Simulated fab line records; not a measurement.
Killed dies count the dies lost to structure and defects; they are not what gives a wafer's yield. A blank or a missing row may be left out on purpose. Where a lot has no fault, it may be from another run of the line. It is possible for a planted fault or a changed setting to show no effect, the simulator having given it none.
Struck lot and sound lot, side by side | flow sky130 | 32 steps out of a route of 708
Sound: wafers L921.2, L921.3, L921.5. Struck: wafers L931.5, L931.6. (L931.1 of the same lot was not struck and is left out.) The cause comes at the end.
At each step with rows: each side's tool, then ch and its chambers, then its first start. Under that, the readings that differ: sound wafers | struck wafers | difference of the means | sigmas: that difference in standard deviations of wafers without a fault.
alike: a reading whose means differ by less than 2 such deviations, as well as words and numbers matching on both sides. not compared: withheld readings; readings where some wafer has no value; bounds like >300 that might hide an equal value; numbers whose values overlap and for which the record gives no deviation.
Wherever a step has rows on one side only, a row that says differs or no value, or a row with sigmas, the two part there. When numbers do not overlap yet have no deviation, they are printed without sigmas and do not part them. A reading that every wafer of one side lacks parts them only if that side has two wafers or more.

SKY_CONTACT_ETCH_18: etches Si3N4 in CHF3/O2, stops on TiN, time 39 s, target depth 75 nm.
  sound: rieDiel-03 ch 2,3; struck: rieDiel-01 ch 2,3
  alike: drypumpMotorCurrentA, oesProductAu, rfFwdPowerW, throttleValvePct
  not compared: rfHoursCounterH
then, 6 steps without rows for these wafers: SKY_CONTACT_STRIP_19 (strips in O2/N2); SKY_CONTACT_STRIP_20 (strips in post etch residue remover, time 1200 s); SKY_CONTACT_CLEAN_21 (cleans in IPA, time 180 s); SKY_CONTACT_CLEAN_22 (cleans in O3/DIW); SKY_CONTACT_SPUTTER_23 (material TiN, target thk 20 nm, time 80 s); SKY_CONTACT_CVD_24 (deposits W, target thk 340 nm, time 102.12 s).
SKY_CONTACT_RS_MEAS_25: uses a four-point probe to measure.
  sound: filmMetro-04 at day 33 01:05; struck: filmMetro-01 at day 35 10:22
  alike: CONTACT_W_RS
SKY_CONTACT_THK_MEAS_26: measures by xrf.
  sound: filmMetro-04 at day 33 01:11; struck: filmMetro-01 at day 35 10:29
  alike: CONTACT_W_THK
SKY_CONTACT_CMP_27: polishes, stops on SiO2, t overpolish 15 s, target thk 0 nm.
  sound on cmp-02 ch 1,2,3, day 33 01:20; struck on cmp-02 ch 1,2, day 35 10:42
  alike: motorCurrentA, overpolishRunS, slurryFilterDpKPa, timeToEndpointS
SKY_METAL1_SPUTTER_00: material Ti, target thk 15 nm, time 10 s.
  sound: pvdSputter-02 at day 33 01:32; struck: pvdSputter-02 at day 35 10:51
  alike: throttleValvePct
then, 1 step without rows for these wafers: SKY_METAL1_SPUTTER_01 (material TiN, target thk 20 nm, time 16.7 s).
SKY_METAL1_SPUTTER_02: material AlCu, target thk 250 nm, time 13.3 s.
  sound: pvdSputter-02 at day 33 01:35; struck: pvdSputter-02 at day 35 10:54
reading                                    | sound             | struck      | difference | sigmas
model.AlCu_of_METAL1_SPUTTER_02.thkNm (nm) | 251.1 251.7 251.6 | 413.1 411.6 | +160.9     | 
  alike: throttleValvePct
SKY_METAL1_SPUTTER_03: material Ti, target thk 5 nm, time 3.3 s.
  sound: pvdSputter-02 at day 33 01:37; struck: pvdSputter-02 at day 35 10:56
  alike: throttleValvePct
then, 1 step without rows for these wafers: SKY_METAL1_SPUTTER_04 (material TiN, target thk 70 nm, time 58.3 s).
SKY_METAL1_RS_MEAS_05: uses a four-point probe to measure.
  sound: filmMetro-03 at day 33 01:42; struck: filmMetro-03 at day 35 10:59
reading                 | sound                | struck        | difference | sigmas
METAL1_ALCU_RS (ohm/sq) | 0.1264 0.1258 0.1261 | 0.0762 0.0762 | -0.0499    | -23
SKY_METAL1_THK_MEAS_06: measures by xrf.
  sound: filmMetro-03 at day 33 01:49; struck: filmMetro-03 at day 35 11:07
reading              | sound       | struck  | difference | sigmas
METAL1_ALCU_THK (nm) | 249 249 246 | 407 405 | +158       | +34
then, 8 steps without rows for these wafers: SKY_METAL1_DEHYDRATE_07 (time 60 s); SKY_METAL1_HMDS_08 (prime time 60 s); SKY_METAL1_COAT_09 (resist thk 60 nm); SKY_METAL1_COAT_10 (resist thk 450 nm); SKY_METAL1_SOFTBAKE_11 (time 90 s); SKY_METAL1_EXPOSE_12 (exposes mask MM1, target cd 140 nm); SKY_METAL1_PEB_13; SKY_METAL1_DEVELOP_14 (develop time 60 s).
SKY_METAL1_CD_MEAS_15: the cd target is 140 nm.
  sound: cdSem-02 at day 34 02:38; struck: cdSem-01 at day 36 12:13
  alike: cdNm
SKY_METAL1_OVL_MEAS_16:
  sound: overlay-02 at day 34 02:44; struck: overlay-01 at day 36 12:20
  alike: METAL1_OVL
SKY_METAL1_DESCUM_17: chemistry O2, time 8 s.
  sound on rieMetal-02 ch 0,1, day 34 02:46; struck on rieMetal-04 ch 0,1, day 36 12:22
reading         | sound             | struck      | difference | sigmas
rfFwdPowerW (W) | 145.2 145.9 145.9 | 146.2 147.5 | +1.2       | +2
  alike: drypumpMotorCurrentA, oesProductAu, tempC
  not compared: rfHoursCounterH
then, 1 step without rows for these wafers: SKY_METAL1_ETCH_18 (etches BARC in N2/H2, stops on SiO2, time 45.9 s, target depth 60 nm).
SKY_METAL1_METAL_ETCH_19: etches the open film in Cl2/BCl3, stops on SiO2, target depth 360 nm, time 78 s.
  sound on rieMetal-02 ch 0,1, day 34 02:52; struck on rieMetal-04 ch 0,1, day 36 12:28
reading             | sound             | struck      | difference | sigmas
oesProductAu (a.u.) | 0.862 0.845 0.856 | 1.000 1.016 | +0.154     | +21
  alike: drypumpMotorCurrentA, rfFwdPowerW, throttleValvePct
  not compared: rfHoursCounterH
then, 1 step without rows for these wafers: SKY_METAL1_STRIP_20 (strips in O2/N2).
-- the record jumps here: 12 days lie between the struck wafers' starts before and after (it left off in module METAL1 and takes up again in module PAD_OPEN, whose first step shown is number 708 of the route) --
SKY_PAD_OPEN_PROBE_99:
  sound: prober-01 at day 46 11:38; struck: prober-02 at day 48 11:03
reading                 | sound          | struck    | difference | sigmas
defectLimitedYield (%)  | 81.1 81.7 80.9 | 0 0       | -81        | -45
killed_at_M0_to_M3      | 50 50 51       | 448 445   | +396       | +65
killedAtOther           | 2 1 1          | 0 0       | -1         | -2
killedDies              | 93 90 94       | 492 492   | +400       | +45
killedOnRim             | 16 17 16       | 96 96     | +80        | +22
sort_bin_5_function (%) | 11.0 10.8 12.0 | 92.5 93.5 | +81.7      | +58
sortNPass               | 399 402 398    | 0 0       | -400       | -45
sortYieldPct (%)        | 81.1 81.7 80.9 | 0 0       | -81        | -45
  alike: killed_at_M4_up, killedAtContacts, killedAtFrontEnd, killedOpen, killedShort, sort_bin_3_pad_short, sort_bin_6_memory

WHERE THEY PART
Earliest at SKY_METAL1_RS_MEAS_05; latest, in this record, at SKY_PAD_OPEN_PROBE_99.

WHY: whatever the simulator had introduced
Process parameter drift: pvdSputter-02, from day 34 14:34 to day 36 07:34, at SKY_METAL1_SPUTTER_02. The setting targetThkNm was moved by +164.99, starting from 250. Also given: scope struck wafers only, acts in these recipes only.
